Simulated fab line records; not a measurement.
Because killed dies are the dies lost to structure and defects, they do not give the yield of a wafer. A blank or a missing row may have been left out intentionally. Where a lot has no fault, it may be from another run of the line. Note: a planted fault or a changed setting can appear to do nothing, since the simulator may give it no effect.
Struck lot and sound lot, side by side    flow gf180mcu    44 steps out of a route of 602
Sound: wafers L531.1, L531.5, L531.6. Wafers L544.3, L544.4, L544.5 were the ones struck. At the end, the cause is stated.
Each step with rows lists, per side, the tool, then ch with its chambers, then its first start. Under that, the readings that differ: sound wafers    struck wafers    difference of the means    sigmas: that difference in standard deviations of wafers without a fault.
alike: same words and numbers on both sides, and readings whose means sit less than 2 such deviations apart. not compared: any withheld reading, any reading some wafer has no value for, any bound like >300 that may hide the same value, and any number with overlapping values for which the record gives no deviation.
The two part at a step that has a row with sigmas, a row that says differs or no value, or rows on one side only. Non-overlapping numbers with no deviation appear without sigmas and do not part them. A reading missing from all wafers of one side parts the sides only when that side holds two or more wafers.

first, 2 steps without rows for these wafers: GF_MVSD_IMPLANT_08; GF_MVSD_IMPLANT_09.
GF_MVSD_STRIP_10: strips in O2/N2.
  sound on plasmaAsher-02 ch 0,1, day 4 21:07; struck on plasmaAsher-04 ch 0,1, day 8 03:16
  alike: drypumpMotorCurrentA, heaterPowerW, n2FlowSccm, oesProductAu, stripTimeToEndpointS
  not compared: rfHoursCounterH
GF_MVSD_TW_MEAS_11:
  struck on filmMetro-01, day 8 03:21; sound on filmMetro-02, day 4 21:13
  alike: MVSD_TW
then, 7 steps without rows for these wafers: GF_MVPSD_DEHYDRATE_00 (time 60 s); GF_MVPSD_HMDS_01 (prime time 60 s); GF_MVPSD_COAT_02 (resist thk 3000 nm); GF_MVPSD_SOFTBAKE_03; GF_MVPSD_EXPOSE_04 (exposes mask MVPSD, target cd 1000 nm); GF_MVPSD_PEB_05; GF_MVPSD_DEVELOP_06 (develop time 60 s).
GF_MVPSD_OVL_MEAS_07:
  struck on overlay-01, day 8 19:29; sound on overlay-01, day 5 11:20
  alike: MVPSD_OVL
GF_MVPSD_IMPLANT_08:
  sound on implanter-03 ch 0, day 5 11:22; struck on implanter-03 ch 0, day 8 19:52
following that, these wafers have no rows for 1 step: GF_MVPSD_IMPLANT_09.
GF_MVPSD_STRIP_10: strips in O2/N2.
  sound on plasmaAsher-04 ch 0,1, day 5 11:40; struck on plasmaAsher-02 ch 0,1, day 8 20:09
  alike: drypumpMotorCurrentA, heaterPowerW, n2FlowSccm, oesProductAu, stripTimeToEndpointS
  not compared: rfHoursCounterH
GF_MVPSD_TW_MEAS_11:
  struck on filmMetro-04, day 8 20:33; sound on filmMetro-02, day 5 11:46
reading   sound        struck       difference  sigmas
MVPSD_TW  550 553 555  660 661 660  +108        +25
then, 7 steps without rows for these wafers: GF_VT_IMPLANT_DEHYDRATE_00 (time 60 s); GF_VT_IMPLANT_HMDS_01 (prime time 60 s); GF_VT_IMPLANT_COAT_02 (resist thk 1000 nm); GF_VT_IMPLANT_SOFTBAKE_03 (time 60 s); GF_VT_IMPLANT_EXPOSE_04 (exposes mask LVPWELL LV AREA, target cd 600 nm); GF_VT_IMPLANT_PEB_05; GF_VT_IMPLANT_DEVELOP_06 (develop time 60 s).
GF_VT_IMPLANT_OVL_MEAS_07:
  struck on overlay-01, day 9 12:10; sound on overlay-01, day 6 01:10
  alike: VT_IMPLANT_OVL
following that, these wafers have no rows for 1 step: GF_VT_IMPLANT_IMPLANT_08.
GF_VT_IMPLANT_STRIP_09: strips in O2/N2.
  sound on plasmaAsher-01 ch 0,1, day 6 01:21; struck on plasmaAsher-01 ch 0,1, day 9 12:22
reading            sound              struck             difference  sigmas
n2FlowSccm (sccm)  300.9 302.3 301.3  298.8 300.3 299.7  -1.9        -2
  alike: drypumpMotorCurrentA, heaterPowerW, oesProductAu, stripTimeToEndpointS
  not compared: rfHoursCounterH
GF_VT_IMPLANT_TW_MEAS_10:
  struck on filmMetro-04, day 9 12:27; sound on filmMetro-02, day 6 01:27
reading        sound        struck       difference  sigmas
VT_IMPLANT_TW  569 570 565  559 557 556  -11         -2
then, 7 steps without rows for these wafers: GF_VT_IMPLANT_DEHYDRATE_11 (time 60 s); GF_VT_IMPLANT_HMDS_12 (prime time 60 s); GF_VT_IMPLANT_COAT_13 (resist thk 1000 nm); GF_VT_IMPLANT_SOFTBAKE_14 (time 60 s); GF_VT_IMPLANT_EXPOSE_15 (exposes mask Nwell LV AREA, target cd 860 nm); GF_VT_IMPLANT_PEB_16; GF_VT_IMPLANT_DEVELOP_17 (develop time 60 s).
GF_VT_IMPLANT_OVL_MEAS_18:
  struck on overlay-01, day 10 05:59; sound on overlay-02, day 6 16:40
  alike: VT_IMPLANT_01_OVL
following that, these wafers have no rows for 1 step: GF_VT_IMPLANT_IMPLANT_19.
GF_VT_IMPLANT_STRIP_20: strips in O2/N2.
  sound on plasmaAsher-01 ch 0,1, day 6 16:51; struck on plasmaAsher-02 ch 0,1, day 10 06:11
reading                   sound              struck             difference  sigmas
heaterPowerW (W)          281 310 277        365 355 372        +75         +2
stripTimeToEndpointS (s)  12.65 12.68 12.68  12.62 12.59 12.62  -0.06       -2
  alike: drypumpMotorCurrentA, n2FlowSccm, oesProductAu
  not compared: rfHoursCounterH
GF_VT_IMPLANT_TW_MEAS_21:
  struck on filmMetro-04, day 10 06:16; sound on filmMetro-03, day 6 16:57
reading          sound           struck          difference  sigmas
VT_IMPLANT_2_TW  1214 1218 1214  1194 1192 1193  -22         -2
then, 4 steps without rows for these wafers: GF_VT_IMPLANT_DEHYDRATE_22 (time 60 s); GF_VT_IMPLANT_HMDS_23 (prime time 60 s); GF_VT_IMPLANT_COAT_24 (resist thk 1000 nm); GF_VT_IMPLANT_SOFTBAKE_25 (time 60 s).
GF_VT_IMPLANT_RS_MEAS_49: the measuring method here is four-point-probe.
  struck on filmMetro-04, day 11 21:01; sound on filmMetro-02, day 8 01:44
reading            sound                 struck             difference  sigmas
MVPSD_RS (ohm/sq)  1165.7 1169.0 1166.9  826.0 825.5 826.3  -341.3      -99 or more
GF_PASSIVATION_PROBE_99:
  the record holds rows for the sound wafers here (prober-02, day 29 12:52) but none for the struck ones

== WHERE THEY PART ==
At GF_MVPSD_TW_MEAS_11 first; at GF_PASSIVATION_PROBE_99 last (within this record only).

WHY: what had been put in by the simulator
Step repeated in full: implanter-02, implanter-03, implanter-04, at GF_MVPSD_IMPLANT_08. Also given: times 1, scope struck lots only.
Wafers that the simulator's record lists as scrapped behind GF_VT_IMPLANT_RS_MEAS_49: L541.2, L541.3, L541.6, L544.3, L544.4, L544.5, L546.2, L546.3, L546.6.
